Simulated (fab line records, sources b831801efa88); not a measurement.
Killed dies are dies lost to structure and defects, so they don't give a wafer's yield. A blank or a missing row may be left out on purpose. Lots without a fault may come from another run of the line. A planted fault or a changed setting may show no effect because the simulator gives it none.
fab line records | flow sky130
record lots=7 wafers=21 last_day=50
route steps=708 shown LDD_LDN@292 SPACER@304 POLY_CUT@307 SD_P@320 RES_XHIGH@332 SALICIDE@361
lots that met no fault: from a run of the same line without faults
start_h: hours from the record's first day to the start of the lot's first wafer shown | wait_h: hours since the lot's step before | " the same as in the row above | L1.1+2: a row that stands for several wafers | - no value, or no start given | * or withheld: withheld | < > ~ a bound
route shown NAME@n: a module of which the file shows steps, and the number in the route of the first | usual: mean/standard deviation of fault-free wafers | same: alike in all rows | chamber/n: place in a boat | sites: the reading at each site | _std_site: their standard deviation | _edge_site: outer sites' mean less inner sites' | radius_mm: how far each site lies from the wafer's centre | mask NAME#n: copy n | behind: the tool/chamber that last shaped the wafer | hold: why the lot was held/for how many hours/how that ended | device: the transistor (n, p or np) that didn't switch | end of line: the same wafers' tests at the end of the route | a step without rows: its recipe alone | killed: dies lost to structure and defects at the first sort, not the wafer's yield | map: a wafer's dies, x killed, . not, _ none there
set.NAME: the setting as run; set.NAME@STEP: as run at that earlier step | model.NAME: the simulator's own value behind a step, which no gauge read
lots at some steps of the route; a table a step, a row a wafer
services: from which hour (start_h, from the record's first day; less than 0 if before it) a tool's chamber was out of use, for how many hours, and why
## steps
# step SKY_LDD_LDN_SOFTBAKE_03
# recipe temp_c=90 time_s=60 resist=NOVOLAK
# step SKY_LDD_LDN_EXPOSE_04
# recipe mask_id=LDNTM na=0.6 source_shape=conventional sigma_outer=0.6 polarization=unpolarized target_cd_nm=700 dose_mj=140
# step SKY_LDD_LDN_PEB_05
# recipe temp_c=withheld time_s=* resist=NOVOLAK
# step SKY_LDD_LDN_DEVELOP_06
# recipe resist=NOVOLAK developer=TMAH develop_time_s=60 dev_temp_c=23
# step SKY_LDD_LDN_OVL_MEAS_07
# usual LDD_LDN_OVL=-0.5/1.4
# columns lot.wafer tool chamber start_h wait_h LDD_LDN_OVL[nm]
L742.4 overlay-01 - 535.96 0.1 0.9
L742.5 " - " " 1.0
L742.6 " - " " 1.1
L743.2 overlay-02 - 536.70 0.1 -1.3
L743.3 " - " " 1.2
L743.6 " - " " -0.9
L747.2 overlay-01 - 576.53 0.1 0.3
L747.5 " - " " -1.5
L747.6 " - " " 0.0
L758.2 overlay-02 - 665.15 0.1 1.2
L758.4 " - " " -0.2
L758.5 " - " " -1.2
L762.1 overlay-02 - 692.22 0.1 -1.3
L762.3 " - " " -2.5
L762.6 " - " " -1.2
L763.1 overlay-02 - 700.75 0.1 -0.2
L763.5 " - " " 0.0
L763.6 " - " " -1.6
L764.1 overlay-02 - 709.07 0.1 -1.2
L764.5 " - " " -1.2
L764.6 " - " " -1.6
# step SKY_LDD_LDN_IMPLANT_08
# recipe species=As energy_kev=15 dose_cm2=1.25e+13 tilt_deg=withheld rotation_deg=23
# step SKY_LDD_LDN_IMPLANT_09
# recipe species=As energy_kev=15 dose_cm2=1.25e+13 tilt_deg=withheld rotation_deg=113
# step SKY_LDD_LDN_IMPLANT_10
# recipe species=As energy_kev=15 dose_cm2=1.25e+13 tilt_deg=withheld rotation_deg=203
# step SKY_LDD_LDN_IMPLANT_11
# recipe species=As energy_kev=15 dose_cm2=1.25e+13 tilt_deg=withheld rotation_deg=293
# step SKY_LDD_LDN_STRIP_12
# recipe chemistry=O2/N2 power_w=1400 pressure_mtorr=1500 platen_temp_c=withheld o2_flow_sccm=3000 n2_flow_sccm=300 overash_fraction=0.5
# usual drypump_motor_current_A=5.7/0.34 o2_flow_sccm=3001/9.5 oes_product_au=0.716/0.0044 strip_time_to_endpoint_s=14.18/0.045
# columns lot.wafer tool chamber start_h wait_h drypump_motor_current_A o2_flow_sccm oes_product_au rf_hours_counter_h strip_time_to_endpoint_s
L742.4 plasma_asher-03 0 536.62 0.1 6.0 3014 0.708 - 14.16
L742.5 " 0 " " 6.0 3006 0.719 - 14.17
L742.6 " 1 " " 5.8 2988 0.722 - 14.17
L743.2 plasma_asher-01 0 537.33 0.1 5.9 3006 0.713 42 14.22
L743.3 " 1 " " 5.8 3000 0.718 - 14.22
L743.6 " 0 " " 5.9 2982 0.711 - 14.22
L747.2 plasma_asher-04 1 577.16 0.1 5.0 3008 0.706 15 14.16
L747.5 " 1 " " 5.0 3018 0.712 - 14.21
L747.6 " 0 " " 5.7 2992 0.717 - 14.15
L758.2 plasma_asher-01 1 665.78 0.1 5.8 2985 0.709 55 14.08
L758.4 " 1 " " 5.8 2986 0.709 - 14.13
L758.5 " 1 " " 5.8 2984 0.713 - 14.11
L762.1 plasma_asher-01 0 692.86 0.1 5.9 3009 0.715 57 14.16
L762.3 " 0 " " 5.9 3015 0.720 - 14.12
L762.6 " 1 " " 5.8 2997 0.714 - 14.12
L763.1 plasma_asher-04 1 701.38 0.1 5.1 3014 0.707 28 14.12
L763.5 " 1 " " 5.0 2998 0.715 - 14.12
L763.6 " 0 " " 5.7 2989 0.711 - 14.14
L764.1 plasma_asher-03 0 709.71 0.1 6.0 3010 0.719 102 14.05
L764.5 " 0 " " 6.0 3024 0.716 - 14.08
L764.6 " 1 " " 5.9 3016 0.718 - 14.14
# step SKY_LDD_LDN_TW_MEAS_13
# usual LDD_LDN_TW=1474/16
# columns lot.wafer tool chamber start_h wait_h LDD_LDN_TW
L742.4 film_metro-02 - 536.71 0.1 1451
L742.5 " - " " 1455
L742.6 " - " " 1450
L743.2 film_metro-03 - 537.44 0.1 1484
L743.3 " - " " 1470
L743.6 " - " " 1488
L747.2 film_metro-01 - 577.27 0.1 1483
L747.5 " - " " 1482
L747.6 " - " " 1475
L758.2 film_metro-01 - 665.89 0.1 1481
L758.4 " - " " 1478
L758.5 " - " " 1481
L762.1 film_metro-02 - 692.96 0.1 1462
L762.3 " - " " 1449
L762.6 " - " " 1453
L763.1 film_metro-03 - 701.48 0.1 1501
L763.5 " - " " 1498
L763.6 " - " " 1495
L764.1 film_metro-01 - 709.81 0.1 1483
L764.5 " - " " 1487
L764.6 " - " " 1494
# step SKY_LDD_LDN_CLEAN_14
# recipe chemistry=SC1/SC2 mix=1:4:20 temp_c=70 time_s=150 dry=n2_spin
# step SKY_SPACER_CVD_00
# recipe material=Si3N4 precursor=DCS/NH3 target_thk_nm=43.1 temp_c=770 time_s=740 pressure_mtorr=250
# usual spike_tc_bottom_C=789.8/2.3 spike_tc_centre_C=770.7/1.1 spike_tc_lower_C=770.6/1.1 spike_tc_top_C=787.1/1.1 zone_power_centre_pct=12.8/0.4 zone_power_lower_pct=14.3/1.2 zone_power_top_pct=26.66/0.3
# columns lot.wafer tool chamber start_h wait_h spike_tc_bottom_C spike_tc_centre_C spike_tc_lower_C spike_tc_top_C zone_power_centre_pct zone_power_lower_pct zone_power_top_pct model.Si3N4_of_SPACER_CVD_00.thk_nm
L742.4 lpcvd-02 1 536.84 0.0 787.6 771.4 771.4 786.4 13.0 15.2 26.45 43.87
L742.5 " 1 " " 790.2 770.6 770.1 787.7 13.1 14.9 26.75 43.59
L742.6 " 1 " " 790.5 770.4 771.4 786.6 13.0 15.1 26.49 43.89
L743.2 lpcvd-02 1 538.05 0.5 788.4 770.6 771.3 786.5 13.0 14.9 26.58 43.49
L743.3 " 1 " " 788.5 770.1 772.1 789.1 13.2 15.4 26.51 42.7
L743.6 " 1 " " 786.8 772.2 768.6 787.6 12.9 15.0 26.44 42.8
L747.2 lpcvd-02 1 577.57 0.2 789.8 771.8 772.4 787.3 13.1 15.0 26.35 42.79
L747.5 " 1 " " 788.1 768.3 772.6 787.6 13.2 15.0 27.09 43.03
L747.6 " 1 " " 787.2 771.1 771.5 785.3 13.0 15.1 26.77 43.18
L758.2 lpcvd-02 1 666.64 0.7 788.5 771.5 770.6 787.2 12.8 14.9 26.25 43.37
L758.4 " 1 " " 787.4 769.6 769.6 787.9 12.9 15.0 26.74 43.19
L758.5 " 1 " " 788.2 771.5 771.1 789.0 13.1 15.1 26.53 43.51
L762.1 lpcvd-02 1 693.07 0.0 783.1 764.7 811.9 788.7 7.8 29.1 26.24 54.98
L762.3 " 1 " " 781.2 765.4 813.9 787.5 7.8 28.8 26.18 49.9
L762.6 " 1 " " 782.8 764.0 812.9 787.6 8.0 28.9 26.59 45.07
L763.1 lpcvd-02 1 701.59 0.0 781.4 765.3 811.3 788.0 7.9 28.7 26.31 44.98
L763.5 " 1 " " 781.2 765.2 813.8 786.9 7.8 29.3 26.27 44.37
L763.6 " 1 " " 781.3 765.5 813.9 788.4 7.7 28.7 25.85 44.19
L764.1 lpcvd-02 1 709.92 0.0 781.9 765.2 812.0 786.5 7.8 29.0 26.53 54.6
L764.5 " 1 " " 781.4 763.8 812.2 788.5 7.8 28.3 26.75 45.68
L764.6 " 1 " " 783.0 766.0 814.0 787.2 7.7 28.4 26.00 44.75
# step SKY_SPACER_THK_MEAS_01
# recipe reads=Si3N4_of_SPACER_CVD_00
# usual SPACER_CVD_00_THK=43.3/0.39
# columns lot.wafer tool chamber start_h wait_h SPACER_CVD_00_THK[nm]
L742.4 film_metro-04 - 538.08 0.0 43.9
L742.5 " - " " 43.6
L742.6 " - " " 43.9
L743.2 film_metro-02 - 539.27 0.0 43.5
L743.3 " - " " 42.7
L743.6 " - " " 42.8
L747.2 film_metro-02 - 578.79 0.0 42.8
L747.5 " - " " 43.1
L747.6 " - " " 43.2
L758.2 film_metro-02 - 667.86 0.0 43.4
L758.4 " - " " 43.2
L758.5 " - " " 43.5
L762.1 film_metro-04 - 694.27 0.0 54.9
L762.3 " - " " 50.0
L762.6 " - " " 45.1
L763.1 film_metro-04 - 702.80 0.0 45.0
L763.5 " - " " 44.4
L763.6 " - " " 44.2
L764.1 film_metro-02 - 711.12 0.0 54.6
L764.5 " - " " 45.6
L764.6 " - " " 44.8
# step SKY_SPACER_ETCHBACK_02
# recipe chemistry=CH3F/O2 target=Si3N4 stop_on=SiO2 source_w=400 bias_w=80 pressure_mtorr=25 ch3f_flow_sccm=40 O2_flow_sccm=30 time_s=46.7 target_depth_a=450
# usual drypump_motor_current_A=5.6/0.38 oes_product_au=0.858/0.0064 throttle_valve_pct=10.562/0.0095
# columns lot.wafer tool chamber start_h wait_h drypump_motor_current_A oes_product_au rf_hours_counter_h throttle_valve_pct model.etch.depth_nm
L742.4 rie_diel-02 3 538.11 0.0 5.7 0.859 8 10.548 43.87
L742.5 " 0 " " 6.2 0.858 - 10.563 43.59
L742.6 " 3 " " 5.6 0.866 - 10.559 43.89
L743.2 rie_diel-03 1 539.32 0.0 5.5 0.862 31 10.573 43.49
L743.3 " 2 " " 5.3 0.857 4 10.564 42.7
L743.6 " 1 " " 5.5 0.856 - 10.574 42.8
L747.2 rie_diel-02 2 578.84 0.0 6.1 0.851 45 10.558 42.79
L747.5 " 3 " " 5.6 0.855 - 10.586 43.03
L747.6 " 0 " " 6.2 0.853 - 10.569 43.18
L758.2 rie_diel-02 1 667.91 0.0 5.2 0.856 2 10.567 43.37
L758.4 " 0 " " 6.2 0.861 8 10.565 43.19
L758.5 " 2 " " 6.1 0.862 - 10.571 43.51
L762.1 rie_diel-03 1 694.33 0.1 5.5 0.985 33 10.572 54.85
L762.3 " 2 " " 5.4 0.930 7 10.583 49.9
L762.6 " 1 " " 5.5 0.880 - 10.568 45.07
L763.1 rie_diel-01 1 702.86 0.1 5.5 0.878 7 10.570 44.98
L763.5 " 2 " " 6.1 0.872 - 10.558 44.37
L763.6 " 1 " " 5.5 0.865 - 10.560 44.19
L764.1 rie_diel-02 3 711.18 0.1 5.6 0.984 12 10.563 54.6
L764.5 " 2 " " 6.2 0.878 - 10.571 45.68
L764.6 " 3 " " 5.7 0.874 - 10.570 44.75
# step SKY_POLY_CUT_DEHYDRATE_00
# recipe temp_c=200 time_s=60
# step SKY_POLY_CUT_HMDS_01
# recipe prime_time_s=60 prime_temp_c=120
# step SKY_POLY_CUT_COAT_02
# recipe resist=BARC temp_c=withheld time_s=withheld spin_rpm=3000 resist_thk_nm=60
# step SKY_POLY_CUT_COAT_03
# recipe resist=KrF-thick spin_rpm=3000 resist_thk_nm=450
# step SKY_POLY_CUT_SOFTBAKE_04
# recipe temp_c=100 time_s=90 resist=KrF-thick
# step SKY_POLY_CUT_EXPOSE_05
# recipe mask_id=NPCM na=0.8 source_shape=annular sigma_inner=0.55 sigma_outer=0.85 target_cd_nm=270 dose_mj=32
# step SKY_POLY_CUT_PEB_06
# recipe peb_temp_c=withheld peb_time_s=withheld resist=KrF-thick
# step SKY_POLY_CUT_DEVELOP_07
# recipe develop_time_s=60 resist=KrF-thick dev_temp_c=21
# step SKY_POLY_CUT_CD_MEAS_08
# recipe target_cd_nm=270
# usual cd_nm=270.4/1.4
# columns lot.wafer tool chamber start_h wait_h cd_nm
L742.4 cd_sem-01 - 568.36 - 271.1
L742.5 " - " " 271.2
L742.6 " - " " 270.0
L743.2 cd_sem-01 - 569.02 - 270.9
L743.3 " - " " 271.8
L743.6 " - " " 270.9
L747.2 cd_sem-01 - 607.27 - 269.4
L747.5 " - " " 271.4
L747.6 " - " " 268.2
L758.2 cd_sem-01 - 696.18 - 272.3
L758.4 " - " " 270.6
L758.5 " - " " 270.2
L762.1 cd_sem-02 - 722.21 - 270.0
L762.3 " - " " 270.2
L762.6 " - " " 271.7
L763.1 cd_sem-01 - 731.20 - 268.6
L763.5 " - " " 269.5
L763.6 " - " " 270.4
L764.1 cd_sem-02 - 739.36 - 272.2
L764.5 " - " " 270.2
L764.6 " - " " 269.2
# step SKY_POLY_CUT_OVL_MEAS_09
# usual POLY_CUT_OVL=-3/4.4
# columns lot.wafer tool chamber start_h wait_h POLY_CUT_OVL[nm]
L742.4 overlay-01 - 568.43 0.1 -5
L742.5 " - " " -6
L742.6 " - " " -12
L743.2 overlay-01 - 569.12 0.1 -9
L743.3 " - " " -1
L743.6 " - " " -2
L747.2 overlay-02 - 607.37 0.1 1
L747.5 " - " " 6
L747.6 " - " " -1
L758.2 overlay-01 - 696.28 0.1 -1
L758.4 " - " " 1
L758.5 " - " " 0
L762.1 overlay-02 - 722.33 0.1 -11
L762.3 " - " " -8
L762.6 " - " " -2
L763.1 overlay-02 - 731.32 0.1 1
L763.5 " - " " -5
L763.6 " - " " -1
L764.1 overlay-02 - 739.48 0.1 -5
L764.5 " - " " 1
L764.6 " - " " -6
# step SKY_POLY_CUT_ETCH_10
# recipe chemistry=N2/H2 target=BARC ion_energy_ev=200 source_w=500 bias_w=100 pressure_mtorr=30 n2_flow_sccm=100 h2_flow_sccm=200 stop_on=SiO2 time_s=45.9 target_depth_a=600
# usual drypump_motor_current_A=5.7/0.36 oes_product_au=0.854/0.0046 throttle_valve_pct=13.225/0.0087
# columns lot.wafer tool chamber start_h wait_h drypump_motor_current_A oes_product_au rf_hours_counter_h throttle_valve_pct
L742.4 rie_diel-03 0 568.45 0.0 5.8 0.852 2 13.226
L742.5 " 0 " " 5.8 0.857 - 13.222
L742.6 " 1 " " 5.6 0.848 - 13.231
L743.2 rie_diel-03 2 569.15 0.0 5.4 0.859 5 13.227
L743.3 " 1 " " 5.6 0.857 31 13.212
L743.6 " 2 " " 5.3 0.850 - 13.194
L747.2 rie_diel-04 1 607.40 0.0 5.9 0.856 19 13.228
L747.5 " 1 " " 5.9 0.858 - 13.236
L747.6 " 2 " " 6.4 0.848 - 13.237
L758.2 rie_diel-03 0 696.31 0.0 5.8 0.854 5 13.227
L758.4 " 1 " " 5.6 0.849 33 13.222
L758.5 " 2 " " 5.4 0.855 - 13.216
L762.1 rie_diel-02 1 722.36 0.0 5.2 0.852 4 13.222
L762.3 " 2 " " 6.2 0.852 48 13.219
L762.6 " 1 " " 5.2 0.855 - 13.226
L763.1 rie_diel-04 0 731.35 0.0 5.9 0.853 27 13.229
L763.5 " 1 " " 5.9 0.855 - 13.236
L763.6 " 2 " " 6.4 0.854 - 13.221
L764.1 rie_diel-04 1 739.51 0.0 6.0 0.850 22 13.224
L764.5 " 3 " " 5.7 0.856 - 13.225
L764.6 " 0 " " 5.9 0.848 - 13.238
# step SKY_POLY_CUT_ETCH_11
# recipe target=Si3N4 chemistry=CF4/CH2F2/Ar stop_on=poly-Si source_w=600 bias_w=150 pressure_mtorr=40 cf4_flow_sccm=40 ch2f2_flow_sccm=20 Ar_flow_sccm=150 time_s=42.5 target_depth_a=600
# usual ch2f2_flow_sccm=20.00/0.057 drypump_motor_current_A=5.7/0.36 oes_product_au=0.829/0.0062 throttle_valve_pct=14.995/0.0085
# columns lot.wafer tool chamber start_h wait_h ch2f2_flow_sccm drypump_motor_current_A oes_product_au rf_hours_counter_h throttle_valve_pct
L742.4 rie_diel-03 0 568.49 0.0 20.05 5.8 0.831 2 15.008
L742.5 " 0 " " 20.00 5.8 0.821 - 14.998
L742.6 " 1 " " 19.98 5.5 0.826 - 14.998
L743.2 rie_diel-03 2 569.19 0.0 20.02 5.3 0.833 5 14.994
L743.3 " 1 " " 19.97 5.5 0.824 31 14.981
L743.6 " 2 " " 19.98 5.3 0.814 - 15.004
L747.2 rie_diel-04 1 607.44 0.0 20.17 5.9 0.827 19 14.989
L747.5 " 1 " " 20.01 5.9 0.828 - 14.997
L747.6 " 2 " " 20.06 6.4 0.828 - 15.001
L758.2 rie_diel-03 0 696.35 0.0 20.02 5.8 0.829 5 15.007
L758.4 " 1 " " 19.99 5.6 0.836 33 14.989
L758.5 " 2 " " 20.05 5.3 0.826 - 14.991
L762.1 rie_diel-02 1 722.40 0.0 19.86 5.2 0.841 4 14.987
L762.3 " 2 " " 20.09 6.2 0.827 48 15.004
L762.6 " 1 " " 19.88 5.2 0.836 - 14.983
L763.1 rie_diel-04 0 731.40 0.0 20.00 5.9 0.833 27 14.998
L763.5 " 1 " " 20.02 6.0 0.827 - 14.999
L763.6 " 2 " " 19.97 6.4 0.830 - 14.993
L764.1 rie_diel-04 1 739.55 0.0 19.99 5.9 0.822 22 14.991
L764.5 " 3 " " 20.03 5.7 0.827 - 14.998
L764.6 " 0 " " 20.01 5.8 0.824 - 15.005
# step SKY_POLY_CUT_STRIP_12
# recipe chemistry=O2/N2 power_w=1400 pressure_mtorr=1500 platen_temp_c=withheld o2_flow_sccm=3000 n2_flow_sccm=300 overash_fraction=0.5
# usual drypump_motor_current_A=5.7/0.35 o2_flow_sccm=3001/7.8 oes_product_au=0.452/0.0046 strip_time_to_endpoint_s=5.351/0.018
# columns lot.wafer tool chamber start_h wait_h drypump_motor_current_A o2_flow_sccm oes_product_au rf_hours_counter_h strip_time_to_endpoint_s
L742.4 plasma_asher-03 1 568.57 0.1 5.8 3008 0.453 - 5.352
L742.5 " 1 " " 5.9 3005 0.449 - 5.354
L742.6 " 0 " " 6.0 2992 0.448 - 5.353
L743.2 plasma_asher-02 0 569.23 0.0 5.9 3009 0.450 70 5.364
L743.3 " 0 " " 6.0 3015 0.445 - 5.348
L743.6 " 0 " " 6.0 3005 0.454 - 5.346
L747.2 plasma_asher-02 1 607.48 0.0 5.7 2989 0.447 72 5.340
L747.5 " 1 " " 5.7 3001 0.458 - 5.326
L747.6 " 0 " " 6.0 3006 0.452 - 5.347
L758.2 plasma_asher-02 1 696.39 0.0 5.7 2997 0.456 80 5.340
L758.4 " 0 " " 6.0 2999 0.464 - 5.364
L758.5 " 1 " " 5.7 2992 0.459 - 5.391
L762.1 plasma_asher-02 0 722.44 0.0 6.1 3015 0.452 83 5.362
L762.3 " 1 " " 5.7 2997 0.456 - 5.351
L762.6 " 1 " " 5.7 2994 0.456 - 5.362
L763.1 plasma_asher-03 0 731.44 0.0 6.0 2984 0.450 103 5.327
L763.5 " 0 " " 5.9 2991 0.452 - 5.327
L763.6 " 1 " " 5.9 2996 0.445 - 5.327
L764.1 plasma_asher-02 0 739.59 0.0 6.1 3002 0.457 85 5.360
L764.5 " 1 " " 5.7 2995 0.457 - 5.357
L764.6 " 0 " " 6.0 3015 0.447 - 5.352
# step SKY_SD_P_DEHYDRATE_00
# recipe temp_c=200 time_s=60
# step SKY_SD_P_HMDS_01
# recipe prime_time_s=60 prime_temp_c=120
# step SKY_SD_P_COAT_02
# recipe resist=NOVOLAK spin_rpm=3000 resist_thk_nm=1140
# step SKY_SD_P_SOFTBAKE_03
# recipe temp_c=90 time_s=60 resist=NOVOLAK
# step SKY_SD_P_EXPOSE_04
# recipe mask_id=PSDM na=0.6 source_shape=conventional sigma_outer=0.6 polarization=unpolarized target_cd_nm=380 dose_mj=138
# step SKY_SD_P_PEB_05
# recipe temp_c=withheld time_s=* resist=NOVOLAK
# step SKY_SD_P_DEVELOP_06
# recipe resist=NOVOLAK developer=TMAH develop_time_s=60 dev_temp_c=23
# step SKY_SD_P_CD_MEAS_07
# recipe target_cd_nm=380
# usual cd_nm=380.7/2.5
# columns lot.wafer tool chamber start_h wait_h cd_nm
L742.4 cd_sem-01 - 597.48 0.1 381.1
L742.5 " - " " 381.9
L742.6 " - " " 381.3
L743.2 cd_sem-02 - 598.97 0.1 380.7
L743.3 " - " " 377.1
L743.6 " - " " 377.9
L747.2 cd_sem-01 - 635.97 0.1 379.3
L747.5 " - " " 379.5
L747.6 " - " " 377.4
L758.2 cd_sem-02 - 724.57 0.1 380.2
L758.4 " - " " 381.0
L758.5 " - " " 379.1
L762.1 cd_sem-02 - 749.41 0.1 384.1
L762.3 " - " " 383.6
L762.6 " - " " 385.6
L763.1 cd_sem-01 - 758.90 0.1 379.5
L763.5 " - " " 382.1
L763.6 " - " " 378.4
L764.1 cd_sem-02 - 766.45 0.1 376.1
L764.5 " - " " 377.3
L764.6 " - " " 375.2
# step SKY_SD_P_OVL_MEAS_08
# usual SD_P_OVL=0.3/1.5
# columns lot.wafer tool chamber start_h wait_h SD_P_OVL[nm]
L742.4 overlay-01 - 597.56 0.1 1.1
L742.5 " - " " -0.8
L742.6 " - " " -0.2
L743.2 overlay-01 - 599.07 0.1 2.8
L743.3 " - " " 2.3
L743.6 " - " " 3.6
L747.2 overlay-01 - 636.07 0.1 -0.1
L747.5 " - " " -1.0
L747.6 " - " " -2.0
L758.2 overlay-01 - 724.67 0.1 -1.1
L758.4 " - " " 0.3
L758.5 " - " " -0.6
L762.1 overlay-02 - 749.53 0.1 -0.8
L762.3 " - " " -2.0
L762.6 " - " " -1.2
L763.1 overlay-01 - 759.02 0.1 2.0
L763.5 " - " " 3.0
L763.6 " - " " 1.1
L764.1 overlay-01 - 766.57 0.1 -0.9
L764.5 " - " " 1.9
L764.6 " - " " 0.8
# step SKY_SD_P_IMPLANT_09
# recipe species=BF2 energy_kev=20 dose_cm2=3e+15 tilt_deg=0
# step SKY_SD_P_STRIP_10
# recipe chemistry=O2/N2 power_w=1400 pressure_mtorr=1500 platen_temp_c=withheld o2_flow_sccm=3000 n2_flow_sccm=300 overash_fraction=0.5
# usual drypump_motor_current_A=5.7/0.32 o2_flow_sccm=2999/8.4 oes_product_au=0.617/0.0043 strip_time_to_endpoint_s=17.49/0.037
# columns lot.wafer tool chamber start_h wait_h drypump_motor_current_A o2_flow_sccm oes_product_au rf_hours_counter_h strip_time_to_endpoint_s
L742.4 plasma_asher-01 0 597.76 0.1 5.9 3001 0.613 - 17.53
L742.5 " 0 " " 5.9 3000 0.618 - 17.54
L742.6 " 1 " " 5.8 3003 0.620 - 17.55
L743.2 plasma_asher-01 0 599.25 0.1 5.9 2991 0.611 48 17.50
L743.3 " 0 " " 5.9 3000 0.619 - 17.48
L743.6 " 1 " " 5.8 2994 0.623 - 17.47
L747.2 plasma_asher-04 0 636.25 0.1 5.7 2996 0.618 21 17.49
L747.5 " 0 " " 5.7 3005 0.622 - 17.48
L747.6 " 1 " " 5.0 3007 0.612 - 17.49
L758.2 plasma_asher-02 1 724.85 0.1 5.7 2986 0.613 83 17.45
L758.4 " 1 " " 5.7 2992 0.622 - 17.43
L758.5 " 0 " " 6.1 3008 0.617 - 17.45
L762.1 plasma_asher-02 0 749.71 0.1 6.0 3005 0.615 86 17.44
L762.3 " 1 " " 5.7 3000 0.618 - 17.52
L762.6 " 0 " " 6.0 2992 0.622 - 17.43
L763.1 plasma_asher-04 0 759.34 0.1 5.7 2985 0.620 34 17.53
L763.5 " 1 " " 5.0 2988 0.615 - 17.54
L763.6 " 0 " " 5.7 2985 0.616 - 17.55
L764.1 plasma_asher-04 1 766.75 0.1 5.0 2996 0.621 35 17.49
L764.5 " 1 " " 5.0 2997 0.627 - 17.50
L764.6 " 0 " " 5.8 2986 0.609 - 17.51
# step SKY_SD_P_TW_MEAS_11
# usual SD_P_TW=2845/16
# columns lot.wafer tool chamber start_h wait_h SD_P_TW
L742.4 film_metro-03 - 597.86 0.1 2862
L742.5 " - " " 2847
L742.6 " - " " 2841
L743.2 film_metro-04 - 599.36 0.1 2850
L743.3 " - " " 2846
L743.6 " - " " 2843
L747.2 film_metro-01 - 636.36 0.1 2855
L747.5 " - " " 2841
L747.6 " - " " 2847
L758.2 film_metro-01 - 724.96 0.1 2819
L758.4 " - " " 2819
L758.5 " - " " 2817
L762.1 film_metro-01 - 749.81 0.1 2838
L762.3 " - " " 2833
L762.6 " - " " 2848
L763.1 film_metro-04 - 759.44 0.1 2871
L763.5 " - " " 2870
L763.6 " - " " 2872
L764.1 film_metro-03 - 766.85 0.1 2845
L764.5 " - " " 2836
L764.6 " - " " 2851
# step SKY_RES_XHIGH_DEHYDRATE_00
# recipe temp_c=200 time_s=60
# step SKY_RES_XHIGH_HMDS_01
# recipe prime_time_s=60 prime_temp_c=120
# step SKY_SALICIDE_CLEAN_00
# recipe chemistry=HF-last time_s=30 dilution=100:1 dry=ipa_marangoni
# columns lot.wafer tool chamber start_h wait_h model.Si3N4_of_SPACER_CVD_00.thk_nm
L742.4 wet_bench-01 1 655.05 0.0 42.88
L742.5 " 1 " " 42.6
L742.6 " 1 " " 42.9
L743.2 wet_bench-01 3 658.52 0.1 42.51
L743.3 " 3 " " 41.72
L743.6 " 3 " " 41.82
L747.2 wet_bench-03 3 693.13 0.1 41.8
L747.5 " 3 " " 42.05
L747.6 " 3 " " 42.2
L758.2 wet_bench-01 3 780.18 0.1 42.39
L758.4 " 3 " " 42.22
L758.5 " 3 " " 42.53
L762.1 wet_bench-03 3 803.25 0.1 53.99
L762.3 " 3 " " 48.91
L762.6 " 3 " " 44.09
L763.1 wet_bench-02 1 813.83 0.1 43.99
L763.5 " 1 " " 43.38
L763.6 " 1 " " 43.2
L764.1 wet_bench-03 3 820.40 0.1 53.64
L764.5 " 3 " " 44.73
L764.6 " 3 " " 43.79
## services
# columns tool chamber start_h hours kind
rie_diel-02 2 530.49 5.6 repair
rie_diel-02 - 532.92 4.7 repair
rie_diel-03 1 548.24 1.5 repair
rie_diel-03 2 570.05 13.1 repair
rie_diel-02 - 584.93 14.6 pm
plasma_asher-02 - 585.15 2.8 pm
rie_diel-03 - 589.35 2.8 pm
rie_diel-03 2 594.76 2.5 repair
plasma_asher-02 - 599.15 7.2 repair
lpcvd-02 - 603.25 0.4 repair
rie_diel-04 2 616.03 16.7 repair
rie_diel-04 - 617.70 0.5 repair
rie_diel-03 1 632.57 12.1 repair
rie_diel-02 1 654.79 8.2 repair
rie_diel-02 0 672.54 9.5 repair
rie_diel-03 0 679.88 3.5 repair
plasma_asher-02 - 681.34 8.2 repair
rie_diel-03 - 716.70 0.5 repair
rie_diel-04 3 735.03 1.8 repair
rie_diel-02 2 754.80 20.3 repair
rie_diel-03 1 758.62 6.2 repair
rie_diel-03 2 759.77 9.1 repair
rie_diel-02 3 766.22 14.3 repair
rie_diel-03 - 785.62 1.9 repair
## key
first_sign step=SKY_SPACER_CVD_00 reading=spike_tc_lower_C direction=up sigmas=37 usual=770.6 struck=812.9
effect step=SKY_SPACER_CVD_00 reading=zone_power_lower_pct direction=up sigmas=13 usual=14.3 struck=28.8
effect step=SKY_SPACER_THK_MEAS_01 reading=SPACER_CVD_00_THK direction=up sigmas=11 usual=43.3 struck=47.6 wafers_moved=8
effect step=SKY_SPACER_ETCHBACK_02 reading=oes_product_au direction=up sigmas=7.5 usual=0.858 struck=0.905 wafers_moved=7
model_effect step=SKY_SPACER_CVD_00 value=Si3N4_of_SPACER_CVD_00.thk_nm without=43.35 struck=47.61
model_effect step=SKY_SPACER_ETCHBACK_02 value=etch.depth_nm without=43.35 struck=47.6
model_effect step=SKY_SALICIDE_CLEAN_00 value=Si3N4_of_SPACER_CVD_00.thk_nm without=42.38 struck=46.64
met_at SKY_SPACER_CVD_00
struck_wafers L762.1,L762.3,L762.6,L763.1,L763.5,L763.6,L764.1,L764.5,L764.6
sort_left_out L762.1,L762.3,L762.6,L764.1,L764.5,L764.6
tester_left_out L762,L763,L764
onset_between 666.64 693.07
fault kind=process_parameter_drift tool=lpcvd-02 chamber=- onset_h=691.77 steps=SKY_SPACER_CVD_00 channel=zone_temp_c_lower offset=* shape=step end_h=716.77
# tester_left_out: of these lots the tester's yield and bins aren't shown, on N5 and GAA mostly nor the transistor test; their killed dies are dies lost to structure and defects alone, not to doping, threshold or leakage, so they don't give the yield
# sort_left_out: the simulated sort isn't trusted on such a fault, so these wafers' sort isn't shown, and their yield isn't known
